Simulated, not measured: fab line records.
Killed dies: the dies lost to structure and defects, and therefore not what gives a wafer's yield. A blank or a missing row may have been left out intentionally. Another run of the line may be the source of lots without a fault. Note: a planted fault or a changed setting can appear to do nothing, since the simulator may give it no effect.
Split-lot study    flow sfq-line    23 wafers read from 5 lots, route of 325 steps

== ABOUT THE SPLIT ==
At SFQ_TRILAYER_M6_LITHO_COAT_159 (resist thk 600 nm), the setting spin-rpm was moved away from the recipe's 3000 rpm on 8 of the 23 wafers read, by -5.3% to +5.8%. The other wafers ran this setting at the recipe's value.

== FROM THE SPLIT TO THE READING: what the file shows between them, 3 steps ==
- SFQ_TRILAYER_M6_LITHO_PEB_162: peb time 60 s (also split here: peb-time-s)
- SFQ_TRILAYER_M6_LITHO_DEVELOP_161: time 60 s
- SFQ_TRILAYER_M6_BARC_OPEN_METAL_ETCH_206: etches BARC in O2, target depth 125 nm, time 41.7 s

== THE READING ==
KrF_of_TRILAYER_M6_LITHO_COAT_159.thk-nm (the simulator's own value, which no gauge read), in nm, at SFQ_TRILAYER_M6_ETCH_METAL_ETCH_162 (etches Nb in Cl2/Ar, stops on SiO2, target depth 240 nm, time 120 s). There is no usual value for it anywhere in the file. Average 382.5 nm, standard deviation 2.7 nm, over the 15 wafers here run with the recipe.

wafer   tool, chamber at the split  spin-rpm as run, rpm  against the recipe  KrF_of_TRILAYER_M6_LITHO_COAT_159.thk-nm, nm  against lot-mates on the recipe
L074.2  litho-track-02, 0           3000                  recipe              387.3                                         -
L074.4  litho-track-02, 0           3000                  recipe              383.7                                         -
L074.5  litho-track-02, 0           3000                  recipe              384.9                                         -
L076.2  litho-track-02, 0           2892                  -3.6%               389.3                                         +6.2
L076.3  litho-track-02, 0           2892                  -3.6%               390                                           +6.9
L076.4  litho-track-02, 0           3000                  recipe              385.7                                         -
L076.5  litho-track-02, 0           3000                  recipe              380.6                                         -
L076.6  litho-track-02, 0           2892                  -3.6%               398.8                                         +15.7
L078.1  litho-track-03, 0           3000                  recipe              385.4                                         -
L078.2  litho-track-03, 0           2842                  -5.3%               397.6                                         +13.0
L078.3  litho-track-03, 0           2842                  -5.3%               398.8                                         +14.2
L078.4  litho-track-03, 0           3000                  recipe              383.8                                         -
L078.5  litho-track-03, 0           2842                  -5.3%               398.7                                         +14.1
L080.2  litho-track-03, 0           3000                  recipe              380.6                                         -
L080.3  litho-track-03, 0           3174                  +5.8%               363.6                                         -17.8
L080.4  litho-track-03, 0           3174                  +5.8%               366.3                                         -15.1
L080.5  litho-track-03, 0           3000                  recipe              380.1                                         -
L080.6  litho-track-03, 0           3000                  recipe              383.5                                         -
L083.1  litho-track-02, 0           3000                  recipe              379                                           -
L083.3  litho-track-02, 0           3000                  recipe              381.8                                         -
L083.4  litho-track-02, 0           3000                  recipe              378.5                                         -
L083.5  litho-track-02, 0           3000                  recipe              383.9                                         -
L083.6  litho-track-02, 0           3000                  recipe              378.6                                         -

THE FIT
A straight line over all 23 wafers: KrF_of_TRILAYER_M6_LITHO_COAT_159.thk-nm changes by -2.99 nm for each +1% of spin-rpm; r = -0.95; the points scatter about the line by 2.9 nm.
The same after taking each lot's own level away (the mean of its wafers on the recipe; 23 wafers): -2.71 nm for each +1%; r = -0.96; scatter 2.3 nm.
According to that fit, moving spin-rpm by its largest amount changes the reading by 16 nm.
Measured against the standard deviation above, the lots' own levels, which go from 380.36 to 385.30 nm, span 1.8 times it.
Hence the slope depends on the lot-to-lot level, as the two fits are not the same.
Check: -15.2 nm against its lot-mates is what the line predicts for one of the wafers moved furthest among these (+5.8%) when that wafer is left out of the fit. It came out at -17.8 nm against them.

== ADDITIONAL SPLITS CARRIED BY THESE WAFERS ==
Before the reading, these wafers also passed through other splits. Each is held against what the fit with the lots' levels taken away leaves over:
other split on the same wafers                   wafers away from the commonest value  r with KrF_of_TRILAYER_M6_LITHO_COAT_159.thk-nm (lot level and that fit taken away)
SFQ_TRILAYER_R5_ETCH_METAL_ETCH_139 bias-w       6                                     +0.03
SFQ_TRILAYER_I5_LITHO_PEB_147 peb-time-s         10                                    +0.23
SFQ_TRILAYER_C5_LITHO_COAT_156 resist-thk-nm     4                                     -0.14
SFQ_TRILAYER_C5_BARC_OPEN_VIA_ETCH_210 source-w  7                                     +0.00
SFQ_TRILAYER_M6_LITHO_PEB_162 peb-time-s         9                                     +0.03

== THE WHOLE CHAIN: every reading that the file lists as answering this split, in the file's order ==
step                                 what it does                                                         reading                                                                                    change (the file's fit)               r (the file's)
SFQ_TRILAYER_M6_LITHO_COAT_159       resist thk 600 nm                                                    KrF_of_TRILAYER_M6_LITHO_COAT_159.thk-nm (the simulator's own value, which no gauge read)  -2.86 nm for each +1% of the setting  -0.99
SFQ_TRILAYER_M6_ETCH_METAL_ETCH_162  etches Nb in Cl2/Ar, stops on SiO2, target depth 240 nm, time 120 s  KrF_of_TRILAYER_M6_LITHO_COAT_159.thk-nm (the simulator's own value, which no gauge read)  -2.72 nm for each +1% of the setting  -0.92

== THE FILE'S OWN FIT ==
KrF_of_TRILAYER_M6_LITHO_COAT_159.thk-nm changes by -2.72 nm for each +1% of spin-rpm, r = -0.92.
